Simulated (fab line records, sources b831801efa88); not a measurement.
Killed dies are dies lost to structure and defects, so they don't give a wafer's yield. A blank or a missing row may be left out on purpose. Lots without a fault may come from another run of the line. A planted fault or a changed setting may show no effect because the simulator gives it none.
One fault seen from 2 desks | flow gf180mcu | each desk has only its own numbers; what lay behind them comes last

THE TOOL OWNER'S DESK: pecvd-01
The tool's own readings at GF_SAB_CVD_00 (deposits SiO2 from TEOS, target thk 50 nm, time 4.9302 s): means of the sampled wafers that have a number, for each lot that ran on this tool. A lot is out of limits, marked OUT, if its mean lies more than 4 standard deviations from the usual mean; the brackets give that distance.
Columns: A = heater_power_outer_w at GF_SAB_CVD_00, usual 381 W; B = heater_power_w at GF_SAB_CVD_00, usual 637 W
lot  | first seen here | A   | B
L364 | day 15 00:41    | 335 | 582
L366 | day 15 19:20    | 293 | 543
L367 | day 15 23:34    | 323 | 569
L373 | day 18 02:38    | 376 | 657
L375 | day 18 18:24    | 336 | 582
L376 | day 19 04:02    | 276 | 514
L377 | day 19 13:12    | 368 | 626
L379 | day 20 07:24    | 350 | 585
This desk's finding: nothing out of limits on any of the 8 lots.

THE METROLOGY DESK
What the gauges read, lot by lot, whatever tool the lot ran on: means of the sampled wafers that have a number. A lot is out of limits, marked OUT, if its mean lies more than 4 standard deviations from the usual mean; the brackets give that distance.
Columns: A = HV_LDD_03_OVL at GF_HV_LDD_OVL_MEAS_47, usual -1.0 nm; B = SAB_CVD_00_THK at GF_SAB_THK_MEAS_01, usual 49.9 nm
lot  | first seen here | A    | B
L362 | day 12 04:41    | 0.1  | 49.9
L364 | day 13 02:47    | -0.4 | 50.0
L365 | day 13 11:41    | -1.2 | 50.2
L366 | day 13 20:31    | -1.8 | 50.3
L367 | day 14 00:32    | -2.5 | 50.2
L368 | day 14 07:04    | 2.0  | 49.1
L369 | day 14 18:55    | -3.5 | 50.2
L371 | day 15 06:33    | -0.1 | 49.7
L373 | day 16 00:53    | -0.3 | 50.5
L375 | day 16 15:43    | -3.4 | 49.8
L376 | day 17 01:22    | 0.2  | 47.2 (-4.3) OUT
L377 | day 17 09:04    | -0.9 | 48.2
L379 | day 18 03:31    | -1.6 | 48.7
L385 | day 20 03:58    | -0.4 | 49.6
This desk's finding: out of limits on L376; first on L376, day 19 04:05 (SAB_CVD_00_THK at GF_SAB_THK_MEAS_01). In limits: L362, L364, L365, L366, L367, L368, L369, L371, L373, L375, L377, L379, L385.

PUT TOGETHER
The metrology desk could have raised an alarm at day 19 04:05, on L376.
The tool owner's desk saw nothing out of limits.
The tool owner's desk has L376 on record, within its limits.
Of the lots named, all ran GF_SAB_CVD_00 on pecvd-01.

WHAT THE SIMULATOR HAD PUT IN
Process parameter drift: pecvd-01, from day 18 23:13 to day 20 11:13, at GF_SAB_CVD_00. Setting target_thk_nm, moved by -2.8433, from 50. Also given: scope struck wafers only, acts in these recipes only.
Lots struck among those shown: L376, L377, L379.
Hours from the fault's start to each desk's first reading out of limits: the metrology desk, 5.
